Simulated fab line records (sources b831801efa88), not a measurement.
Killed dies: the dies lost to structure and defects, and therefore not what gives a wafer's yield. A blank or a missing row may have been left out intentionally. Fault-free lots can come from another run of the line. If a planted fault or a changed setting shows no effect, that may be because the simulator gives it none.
fab line records + flow sfq-line
record:
- lots: 14
- wafers: 42
- last-day: 92
route steps=325 shown I1@84 I2@107 M3@120
lots that met no fault: from a run of the same line without faults
start-h: hours from the record's first day to the start of the lot's first wafer shown + wait-h: time in hours since the lot's previous step + " the same as in the row above + L1.1+2: a single row standing in for several wafers + - value missing, or start not given + * or withheld: withheld + < > ~ a bound
route shown NAME@n: a module of which the file shows steps, and the number in the route of the first + usual: mean/standard deviation taken from wafers without a fault + same: alike in all rows + chamber/n: place in a boat + sites: per-site readings + _std_site: their standard deviation + _edge_site: inner sites' mean taken away from outer sites' mean + radius-mm: for every site, how far away it sits from the centre of the wafer + mask NAME#n: copy n + behind: the most recent tool/chamber to have shaped the wafer + hold: why the lot was held/for how many hours/how that ended + device: transistor that didn't switch, given as n, p or np + end of line: the route-end tests of the same wafers + a step without rows: its recipe alone + killed: dies lost to structure and defects at the first sort, not the wafer's yield + map: per-die view of a wafer (x killed, . not killed, _ where there is no die)
set.NAME: the run value of the setting; set.NAME@STEP: its run value at that earlier step + model.NAME: the simulator's own value behind a step, which no gauge read
steps of the route over a sample of lots; a table a step, a row a wafer
services: a tool's chamber out of use, with start hour (start-h, from the record's first day; less than 0 if before it), hours out, and reason
== steps ==
step: SFQ_TRILAYER_I1_VIA_BARC_OPEN_VIA_ETCH_071
recipe:
- mask-material: PR
- chemistry: O2
- target-depth-nm: 125
- target: BARC
- source-w: 500
- bias-w: 80
- pressure-mtorr: 30
- time-s: 41.7
usual:
- drypump-motor-current-A: 6.1/0.57
- oes-product-au: 0.685/0.0051
| lot.wafer | tool        | chamber | start-h | wait-h | drypump-motor-current-A | oes-product-au | rf-hours-counter-h |
|-----------|-------------|---------|---------|--------|-------------------------|----------------|--------------------|
| L420.3    | rie-diel-01 | 0       | 382.41  | 0.0    | 6.0                     | 0.689          | 26                 |
| L420.4    | "           | 1       | "       | "      | 6.7                     | 0.679          | -                  |
| L420.6    | "           | 3       | "       | "      | 6.4                     | 0.687          | -                  |
| L421.2    | rie-diel-01 | 2       | 458.22  | 0.0    | 5.0                     | 0.684          | 48                 |
| L421.3    | "           | 1       | "       | "      | 6.7                     | 0.678          | 9                  |
| L421.4    | "           | 2       | "       | "      | 5.0                     | 0.681          | -                  |
| L422.1    | rie-diel-04 | 3       | 472.62  | 0.0    | 5.7                     | 0.684          | 27                 |
| L422.3    | "           | 1       | "       | "      | 6.4                     | 0.684          | 98                 |
| L422.4    | "           | 0       | "       | "      | 5.2                     | 0.686          | 11                 |
| L423.2    | rie-diel-01 | 0       | 483.55  | 0.0    | 6.0                     | 0.677          | 28                 |
| L423.3    | "           | 3       | "       | "      | 6.5                     | 0.681          | 3                  |
| L423.4    | "           | 2       | "       | "      | 5.0                     | 0.683          | 48                 |
| L424.2    | rie-diel-01 | 3       | 488.35  | 0.0    | 6.5                     | 0.688          | 3                  |
| L424.3    | "           | 2       | "       | "      | 5.0                     | 0.686          | 49                 |
| L424.4    | "           | 1       | "       | "      | 6.7                     | 0.686          | 9                  |
| L426.3    | rie-diel-01 | 1       | 523.15  | 0.0    | 6.6                     | 0.680          | 10                 |
| L426.5    | "           | 3       | "       | "      | 6.5                     | 0.682          | -                  |
| L426.6    | "           | 2       | "       | "      | 5.0                     | 0.687          | -                  |
| L427.3    | rie-diel-01 | 1       | 536.35  | 0.0    | 6.7                     | 0.689          | 10                 |
| L427.5    | "           | 1       | "       | "      | 6.7                     | 0.691          | -                  |
| L427.6    | "           | 2       | "       | "      | 5.0                     | 0.678          | -                  |
| L428.1    | rie-diel-04 | 0       | 549.55  | 0.0    | 5.2                     | 0.683          | 12                 |
| L428.2    | "           | 2       | "       | "      | 6.3                     | 0.688          | 8                  |
| L428.3    | "           | 1       | "       | "      | 6.4                     | 0.687          | 1                  |
| L429.3    | rie-diel-01 | 1       | 555.50  | 0.0    | 6.7                     | 0.685          | 10                 |
| L429.4    | "           | 2       | "       | "      | 5.0                     | 0.686          | 50                 |
| L429.5    | "           | 3       | "       | "      | 6.4                     | 0.689          | -                  |
| L431.3    | rie-diel-03 | 0       | 577.50  | 0.0    | 6.4                     | 0.695          | 13                 |
| L431.4    | "           | 2       | "       | "      | 5.8                     | 0.691          | 11                 |
| L431.6    | "           | 3       | "       | "      | 6.7                     | 0.682          | -                  |
| L434.2    | rie-diel-03 | 1       | 599.44  | 0.0    | 5.7                     | 0.684          | 7                  |
| L434.3    | "           | 3       | "       | "      | 6.7                     | 0.687          | 51                 |
| L434.4    | "           | 2       | "       | "      | 5.8                     | 0.686          | 11                 |
| L435.1    | rie-diel-03 | 2       | 606.62  | 0.0    | 5.8                     | 0.682          | 11                 |
| L435.4    | "           | 0       | "       | "      | 6.4                     | 0.682          | 14                 |
| L435.6    | "           | 2       | "       | "      | 5.8                     | 0.693          | -                  |
| L440.2    | rie-diel-04 | 3       | 623.56  | 0.0    | 5.8                     | 0.696          | 29                 |
| L440.4    | "           | 1       | "       | "      | 6.4                     | 0.686          | 2                  |
| L440.6    | "           | 2       | "       | "      | 6.3                     | 0.687          | -                  |
| L442.1    | rie-diel-03 | 2       | 639.29  | 0.0    | 5.8                     | 0.689          | 12                 |
| L442.2    | "           | 1       | "       | "      | 5.7                     | 0.695          | 7                  |
| L442.6    | "           | 1       | "       | "      | 5.7                     | 0.694          | -                  |
step: SFQ_TRILAYER_I2_VIA_LITHO_COAT_072
recipe:
- resist: BARC
- spin-rpm: 3000
- resist-thk-nm: 62
usual:
- exhaust-pa: 45.1/0.96
- resist-line-temp-C: 23.03/0.11
| lot.wafer | tool           | chamber | start-h | wait-h | exhaust-pa | resist-line-temp-C |
|-----------|----------------|---------|---------|--------|------------|--------------------|
| L420.3    | litho-track-02 | 0       | 391.50  | 0.7    | 44.5       | 22.98              |
| L420.4    | "              | 0       | "       | "      | 44.3       | 23.10              |
| L420.6    | "              | 0       | "       | "      | 44.1       | 22.97              |
| L421.2    | litho-track-03 | 0       | 467.14  | 0.8    | 44.2       | 23.29              |
| L421.3    | "              | 0       | "       | "      | 44.3       | 23.09              |
| L421.4    | "              | 0       | "       | "      | 44.9       | 23.18              |
| L422.1    | litho-track-03 | 0       | 483.34  | 1.0    | 44.9       | 22.99              |
| L422.3    | "              | 0       | "       | "      | 44.1       | 23.05              |
| L422.4    | "              | 0       | "       | "      | 43.6       | 22.94              |
| L423.2    | litho-track-03 | 0       | 641.73  | 0.8    | 43.3       | 22.85              |
| L423.3    | "              | 0       | "       | "      | 44.4       | 22.84              |
| L423.4    | "              | 0       | "       | "      | 45.1       | 22.98              |
| L424.2    | litho-track-03 | 0       | 645.50  | 0.8    | 46.2       | 22.90              |
| L424.3    | "              | 0       | "       | "      | 46.0       | 23.02              |
| L424.4    | "              | 0       | "       | "      | 44.5       | 22.88              |
| L426.3    | litho-track-03 | 0       | 679.16  | 0.7    | 45.1       | 23.15              |
| L426.5    | "              | 0       | "       | "      | 45.2       | 23.16              |
| L426.6    | "              | 0       | "       | "      | 45.3       | 22.98              |
| L427.3    | litho-track-01 | 0       | 699.37  | 0.7    | 45.8       | 23.01              |
| L427.5    | "              | 0       | "       | "      | 44.9       | 22.94              |
| L427.6    | "              | 0       | "       | "      | 47.1       | 22.92              |
| L428.1    | litho-track-01 | 0       | 714.68  | 1.0    | 44.8       | 23.13              |
| L428.2    | "              | 0       | "       | "      | 46.1       | 23.09              |
| L428.3    | "              | 0       | "       | "      | 44.5       | 23.07              |
| L429.3    | litho-track-02 | 0       | 721.67  | 0.7    | 44.2       | 23.04              |
| L429.4    | "              | 0       | "       | "      | 44.7       | 23.04              |
| L429.5    | "              | 0       | "       | "      | 44.6       | 22.89              |
| L431.3    | litho-track-01 | 0       | 747.48  | 0.7    | 45.6       | 22.95              |
| L431.4    | "              | 0       | "       | "      | 45.3       | 23.09              |
| L431.6    | "              | 0       | "       | "      | 45.6       | 22.89              |
| L434.2    | litho-track-03 | 0       | 781.43  | 0.8    | 44.5       | 22.85              |
| L434.3    | "              | 0       | "       | "      | 42.7       | 22.95              |
| L434.4    | "              | 0       | "       | "      | 43.4       | 22.84              |
| L435.1    | litho-track-03 | 0       | 787.38  | 1.0    | 44.9       | 22.94              |
| L435.4    | "              | 0       | "       | "      | 45.7       | 23.00              |
| L435.6    | "              | 0       | "       | "      | 45.6       | 22.81              |
| L440.2    | litho-track-02 | 0       | 811.43  | 0.8    | 45.0       | 23.09              |
| L440.4    | "              | 0       | "       | "      | 46.5       | 23.15              |
| L440.6    | "              | 0       | "       | "      | 45.9       | 23.11              |
| L442.1    | litho-track-02 | 0       | 839.03  | 1.0    | 47.5       | 23.17              |
| L442.2    | "              | 0       | "       | "      | 46.3       | 23.12              |
| L442.6    | "              | 0       | "       | "      | 47.1       | 22.97              |
step: SFQ_TRILAYER_I2_VIA_BARC_OPEN_VIA_ETCH_096
recipe:
- mask-material: PR
- chemistry: O2
- target-depth-nm: 125
- target: BARC
- source-w: 500
- bias-w: 80
- pressure-mtorr: 30
- time-s: 41.7
usual:
- drypump-motor-current-A: 6.0/0.59
- oes-product-au: 0.685/0.0051
| lot.wafer | tool        | chamber | start-h | wait-h | drypump-motor-current-A | oes-product-au | rf-hours-counter-h |
|-----------|-------------|---------|---------|--------|-------------------------|----------------|--------------------|
| L420.3    | rie-diel-02 | 0       | 545.95  | 0.0    | 5.0                     | 0.684          | 5                  |
| L420.4    | "           | 2       | "       | "      | 6.7                     | 0.687          | -                  |
| L420.6    | "           | 1       | "       | "      | 5.8                     | 0.685          | -                  |
| L421.2    | rie-diel-01 | 3       | 619.52  | 0.0    | 6.4                     | 0.682          | 5                  |
| L421.3    | "           | 0       | "       | "      | 6.0                     | 0.689          | 30                 |
| L421.4    | "           | 2       | "       | "      | 5.0                     | 0.684          | 51                 |
| L422.1    | rie-diel-03 | 3       | 635.12  | 0.0    | 6.7                     | 0.691          | 52                 |
| L422.3    | "           | 2       | "       | "      | 5.8                     | 0.682          | 12                 |
| L422.4    | "           | 0       | "       | "      | 6.4                     | 0.685          | 14                 |
| L423.2    | rie-diel-01 | 3       | 644.09  | 0.0    | 6.4                     | 0.673          | 6                  |
| L423.3    | "           | 1       | "       | "      | 6.6                     | 0.687          | 12                 |
| L423.4    | "           | 2       | "       | "      | 5.0                     | 0.685          | 51                 |
| L424.2    | rie-diel-03 | 2       | 648.30  | 0.0    | 5.8                     | 0.687          | 12                 |
| L424.3    | "           | 1       | "       | "      | 5.7                     | 0.689          | 8                  |
| L424.4    | "           | 3       | "       | "      | 6.7                     | 0.683          | 52                 |
| L426.3    | rie-diel-02 | 0       | 827.62  | 0.0    | 5.0                     | 0.690          | 8                  |
| L426.5    | "           | 2       | "       | "      | 6.7                     | 0.681          | -                  |
| L426.6    | "           | 3       | "       | "      | 5.6                     | 0.686          | -                  |
| L427.3    | rie-diel-01 | 1       | 844.55  | 0.0    | 6.6                     | 0.680          | 15                 |
| L427.5    | "           | 1       | "       | "      | 6.6                     | 0.677          | -                  |
| L427.6    | "           | 3       | "       | "      | 6.4                     | 0.681          | -                  |
| L428.1    | rie-diel-03 | 0       | 858.11  | 0.0    | 6.4                     | 0.682          | 17                 |
| L428.2    | "           | 2       | "       | "      | 5.8                     | 0.690          | 14                 |
| L428.3    | "           | 3       | "       | "      | 6.7                     | 0.683          | 1                  |
| L429.3    | rie-diel-01 | 3       | 863.75  | 0.0    | 6.5                     | 0.693          | 9                  |
| L429.4    | "           | 0       | "       | "      | 6.0                     | 0.687          | -                  |
| L429.5    | "           | 3       | "       | "      | 6.4                     | 0.689          | -                  |
| L431.3    | rie-diel-03 | 3       | 882.64  | 0.0    | 6.7                     | 0.681          | 1                  |
| L431.4    | "           | 0       | "       | "      | 6.4                     | 0.685          | 18                 |
| L431.6    | "           | 2       | "       | "      | 5.8                     | 0.687          | -                  |
| L434.2    | rie-diel-03 | 1       | 909.44  | 0.0    | 5.7                     | 0.658          | 11                 |
| L434.3    | "           | 3       | "       | "      | 6.7                     | 0.671          | 1                  |
| L434.4    | "           | 0       | "       | "      | 6.4                     | 0.660          | 18                 |
| L435.1    | rie-diel-02 | 1       | 914.24  | 0.0    | 5.8                     | 0.671          | 18                 |
| L435.4    | "           | 0       | "       | "      | 5.0                     | 0.667          | 10                 |
| L435.6    | "           | 1       | "       | "      | 5.8                     | 0.669          | -                  |
| L440.2    | rie-diel-03 | 2       | 940.64  | 0.0    | 5.8                     | 0.686          | 16                 |
| L440.4    | "           | 3       | "       | "      | 6.7                     | 0.688          | 2                  |
| L440.6    | "           | 1       | "       | "      | 5.7                     | 0.692          | -                  |
| L442.1    | rie-diel-02 | 0       | 968.95  | 0.0    | 5.0                     | 0.695          | 11                 |
| L442.2    | "           | 2       | "       | "      | 6.7                     | 0.683          | 8                  |
| L442.6    | "           | 0       | "       | "      | 5.0                     | 0.689          | -                  |
step: SFQ_M3_RS_MEAS_919
recipe:
- thk-meas-gauge: four-point-probe
- reads: Nb_of_TRILAYER_M3_DEP_SPUTTER_073
usual:
- M3_NB_RS: 0.890/0.0097
| lot.wafer | tool          | chamber | start-h | wait-h | M3_NB_RS[ohm/sq] |
|-----------|---------------|---------|---------|--------|------------------|
| L420.3    | film-metro-03 | -       | 547.03  | 0.1    | 0.890            |
| L420.4    | "             | -       | "       | "      | 0.898            |
| L420.6    | "             | -       | "       | "      | 0.901            |
| L421.2    | film-metro-02 | -       | 620.59  | 0.1    | 0.888            |
| L421.3    | "             | -       | "       | "      | 0.887            |
| L421.4    | "             | -       | "       | "      | 0.870            |
| L422.1    | film-metro-02 | -       | 636.34  | 0.0    | 0.894            |
| L422.3    | "             | -       | "       | "      | 0.873            |
| L422.4    | "             | -       | "       | "      | 0.889            |
| L423.2    | film-metro-02 | -       | 645.33  | 0.1    | 0.899            |
| L423.3    | "             | -       | "       | "      | 0.897            |
| L423.4    | "             | -       | "       | "      | 0.881            |
| L424.2    | film-metro-02 | -       | 649.37  | 0.1    | 0.868            |
| L424.3    | "             | -       | "       | "      | 0.889            |
| L424.4    | "             | -       | "       | "      | 0.877            |
| L426.3    | film-metro-01 | -       | 828.71  | 0.1    | 0.886            |
| L426.5    | "             | -       | "       | "      | 0.877            |
| L426.6    | "             | -       | "       | "      | 0.898            |
| L427.3    | film-metro-01 | -       | 846.24  | 0.1    | 0.876            |
| L427.5    | "             | -       | "       | "      | 0.877            |
| L427.6    | "             | -       | "       | "      | 0.878            |
| L428.1    | film-metro-01 | -       | 859.16  | 0.0    | 0.891            |
| L428.2    | "             | -       | "       | "      | 0.885            |
| L428.3    | "             | -       | "       | "      | 0.897            |
| L429.3    | film-metro-02 | -       | 864.83  | 0.1    | 0.892            |
| L429.4    | "             | -       | "       | "      | 0.884            |
| L429.5    | "             | -       | "       | "      | 0.892            |
| L431.3    | film-metro-03 | -       | 883.73  | 0.1    | 0.889            |
| L431.4    | "             | -       | "       | "      | 0.883            |
| L431.6    | "             | -       | "       | "      | 0.878            |
| L434.2    | film-metro-02 | -       | 910.50  | 0.1    | 0.889            |
| L434.3    | "             | -       | "       | "      | 0.880            |
| L434.4    | "             | -       | "       | "      | 0.903            |
| L435.1    | film-metro-01 | -       | 915.28  | 0.0    | 0.888            |
| L435.4    | "             | -       | "       | "      | 0.905            |
| L435.6    | "             | -       | "       | "      | 0.903            |
| L440.2    | film-metro-03 | -       | 941.70  | 0.1    | 0.885            |
| L440.4    | "             | -       | "       | "      | 0.869            |
| L440.6    | "             | -       | "       | "      | 0.880            |
| L442.1    | film-metro-01 | -       | 970.00  | 0.0    | 0.890            |
| L442.2    | "             | -       | "       | "      | 0.889            |
| L442.6    | "             | -       | "       | "      | 0.879            |
step: SFQ_M3_OVL_MEAS_921
usual:
- M3_OVL: 2/5.5
| lot.wafer | tool       | chamber | start-h | wait-h | M3_OVL[nm] |
|-----------|------------|---------|---------|--------|------------|
| L420.3    | overlay-01 | -       | 705.21  | 0.1    | -7         |
| L420.4    | "          | -       | "       | "      | -3         |
| L420.6    | "          | -       | "       | "      | -6         |
| L421.2    | overlay-01 | -       | 758.43  | 0.1    | 6          |
| L421.3    | "          | -       | "       | "      | 3          |
| L421.4    | "          | -       | "       | "      | 14         |
| L422.1    | overlay-01 | -       | 759.62  | 0.1    | 4          |
| L422.3    | "          | -       | "       | "      | 9          |
| L422.4    | "          | -       | "       | "      | -2         |
| L423.2    | overlay-01 | -       | 760.83  | 0.1    | -4         |
| L423.3    | "          | -       | "       | "      | 1          |
| L423.4    | "          | -       | "       | "      | 0          |
| L424.2    | overlay-01 | -       | 762.03  | 0.1    | 7          |
| L424.3    | "          | -       | "       | "      | 6          |
| L424.4    | "          | -       | "       | "      | 0          |
| L426.3    | overlay-01 | -       | 831.24  | 0.1    | 0          |
| L426.5    | "          | -       | "       | "      | -6         |
| L426.6    | "          | -       | "       | "      | 0          |
| L427.3    | overlay-02 | -       | 848.77  | 0.1    | -1         |
| L427.5    | "          | -       | "       | "      | 6          |
| L427.6    | "          | -       | "       | "      | 4          |
| L428.1    | overlay-02 | -       | 861.59  | 0.1    | 6          |
| L428.2    | "          | -       | "       | "      | 3          |
| L428.3    | "          | -       | "       | "      | 3          |
| L429.3    | overlay-01 | -       | 867.36  | 0.1    | 8          |
| L429.4    | "          | -       | "       | "      | 5          |
| L429.5    | "          | -       | "       | "      | 2          |
| L431.3    | overlay-01 | -       | 902.63  | 0.1    | 1          |
| L431.4    | "          | -       | "       | "      | 3          |
| L431.6    | "          | -       | "       | "      | -2         |
| L434.2    | overlay-01 | -       | 917.14  | 0.1    | -4         |
| L434.3    | "          | -       | "       | "      | -2         |
| L434.4    | "          | -       | "       | "      | 0          |
| L435.1    | overlay-01 | -       | 920.74  | 0.1    | -2         |
| L435.4    | "          | -       | "       | "      | 6          |
| L435.6    | "          | -       | "       | "      | 5          |
| L440.2    | overlay-01 | -       | 944.24  | 0.1    | 8          |
| L440.4    | "          | -       | "       | "      | 11         |
| L440.6    | "          | -       | "       | "      | 12         |
| L442.1    | overlay-02 | -       | 1003.26 | 0.1    | -3         |
| L442.2    | "          | -       | "       | "      | 6          |
| L442.6    | "          | -       | "       | "      | 11         |
== services ==
| tool        | chamber | start-h | hours | kind   |
|-------------|---------|---------|-------|--------|
| rie-diel-01 | 2       | 382.36  | 9.5   | repair |
| rie-diel-03 | 0       | 408.93  | 8.8   | repair |
| rie-diel-02 | 2       | 430.64  | 15.1  | repair |
| rie-diel-03 | -       | 440.68  | 0.6   | repair |
| rie-diel-01 | -       | 442.12  | 0.3   | repair |
| rie-diel-01 | 0       | 457.20  | 1.9   | repair |
| rie-diel-03 | -       | 459.67  | 0.4   | repair |
| rie-diel-01 | 0       | 470.16  | 7.1   | repair |
| rie-diel-03 | 2       | 476.06  | 4.4   | repair |
| rie-diel-01 | 0       | 494.95  | 4.3   | repair |
| rie-diel-03 | 3       | 497.33  | 2.5   | repair |
| rie-diel-03 | 1       | 503.17  | 8.2   | repair |
| rie-diel-03 | 2       | 545.09  | 2.3   | repair |
| rie-diel-03 | -       | 547.94  | 28.1  | pm     |
| rie-diel-03 | -       | 583.76  | 2.8   | pm     |
| rie-diel-01 | -       | 617.72  | 1.0   | repair |
| rie-diel-03 | -       | 731.93  | 0.7   | repair |
| rie-diel-03 | -       | 733.96  | 0.3   | repair |
| rie-diel-01 | 2       | 756.80  | 32.3  | repair |
| rie-diel-01 | 0       | 811.53  | 7.0   | repair |
| rie-diel-01 | 2       | 813.23  | 23.1  | repair |
| rie-diel-03 | 3       | 830.25  | 6.4   | repair |
| rie-diel-03 | 2       | 835.72  | 6.5   | repair |
| rie-diel-01 | 2       | 842.64  | 50.4  | repair |
== key ==
first-sign:
- step: SFQ_TRILAYER_I2_VIA_BARC_OPEN_VIA_ETCH_096
- reading: oes-product-au
- direction: down
- sigmas: 3.7
- usual: 0.685
- struck: 0.666
effect none on later readings
met-at SFQ_TRILAYER_I2_VIA_LITHO_COAT_072
struck-lots L434,L435
not-acting-at SFQ_TRILAYER_I1_VIA_BARC_OPEN_VIA_ETCH_071,SFQ_M3_RS_MEAS_919,SFQ_M3_OVL_MEAS_921
onset-between 679.16 781.43
fault:
- kind: process-parameter-drift
- tool: litho-track-03
- chamber: -
- onset-h: 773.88
- steps: SFQ_TRILAYER_I2_VIA_LITHO_COAT_072
- channel: resist-thk-nm
- offset: -4.1997
- shape: step
- end-h: 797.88
- acts-in: these-recipes-only
- stated: 62
